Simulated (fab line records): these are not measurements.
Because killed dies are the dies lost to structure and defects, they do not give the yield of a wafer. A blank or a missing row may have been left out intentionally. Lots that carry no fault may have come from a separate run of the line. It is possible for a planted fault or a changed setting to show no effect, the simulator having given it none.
Which tool is to blame?	flow sky130	11 lots with 33 wafers sampled at 3 steps, on a route of 708 steps

## WHAT THE GAUGES READ, wafer by wafer
SKY_VIA4_BOW_MEAS_03.
lot	measured	on	VIA4_BOW (um)
L159	day 42 06:45	filmMetro-01	67 73 90
L163	day 42 16:37	filmMetro-03	141 134 129
L164	day 43 09:11	filmMetro-03	117 135 132
L165	day 43 13:47	filmMetro-02	148 137 135
L170	day 45 10:37	filmMetro-01	76 72 77
L172	day 45 16:04	filmMetro-01	88 90 92
L175	day 46 07:11	filmMetro-01	78 99 86
L176	day 46 10:22	filmMetro-02	72 73 83
L177	day 46 17:42	filmMetro-01	61 72 69
L178	day 46 20:17	filmMetro-03	91 73 90
L181	day 47 12:25	filmMetro-01	86 90 86

## TOOL THAT RAN EACH LOT (tool first, then ch and the chambers of the sampled wafers, then the start)
lot	SKY_METAL4_SPUTTER_01	SKY_VIA4_CMP_02
L159	pvdSputter-02, day 40 03:46	cmp-02 ch 0,1,3, day 42 06:27
L163	pvdSputter-03, day 40 15:44	cmp-01 ch 0,1,3, day 42 16:17
L164	pvdSputter-03, day 41 07:53	cmp-02 ch 0,1,3, day 43 08:56
L165	pvdSputter-02, day 41 12:22	cmp-01 ch 0,1,2, day 43 13:28
L170	pvdSputter-02, day 43 12:37	cmp-02 ch 0,1,3, day 45 10:21
L172	pvdSputter-02, day 43 18:15	cmp-01 ch 0,1,3, day 45 15:45
L175	pvdSputter-02, day 44 10:09	cmp-02 ch 1,2,3, day 46 06:59
L176	pvdSputter-03, day 44 12:54	cmp-02 ch 2,3, day 46 10:02
L177	pvdSputter-03, day 44 20:19	cmp-02 ch 1,2,3, day 46 17:25
L178	pvdSputter-02, day 45 00:16	cmp-02 ch 0,3, day 46 20:01
L181	pvdSputter-02, day 45 17:08	cmp-01 ch 0,1,3, day 47 12:07
- SKY_METAL4_SPUTTER_01: material TiN, target thk 20 nm, time 16.7 s.
- SKY_VIA4_CMP_02: polishes SiO2.

## THE ANSWER, worked out from the rows above alone
Rule: what is usual is taken from the lots themselves. The widest of any qualifying gaps counts: lots, ordered by their means at a reading, are off when they make up no more than a third of the lots, leave a main group of 4 or more, and stand apart from it by 3 or more times the standard deviation of that group's means. If all means in a main group match to the digits the tables above print for the reading, that group is not used. Also off: a lot with no number at a reading for which 4 or more lots have one. Any other lot the step has rows for is counted as sound.
Off: L163, L164, L165, seen at SKY_VIA4_BOW_MEAS_03 (VIA4_BOW). For the main group the mean is 81 um and the standard deviation 7.5.
A tool fits if, at a process step before that reading, it ran every lot that is off, and no sound lot after the first of them. Gauges at SKY_VIA4_BOW_MEAS_03: tried the same way as those tools. Not one of the candidates tried fits.

## WHAT HAD BEEN PUT IN BY THE SIMULATOR
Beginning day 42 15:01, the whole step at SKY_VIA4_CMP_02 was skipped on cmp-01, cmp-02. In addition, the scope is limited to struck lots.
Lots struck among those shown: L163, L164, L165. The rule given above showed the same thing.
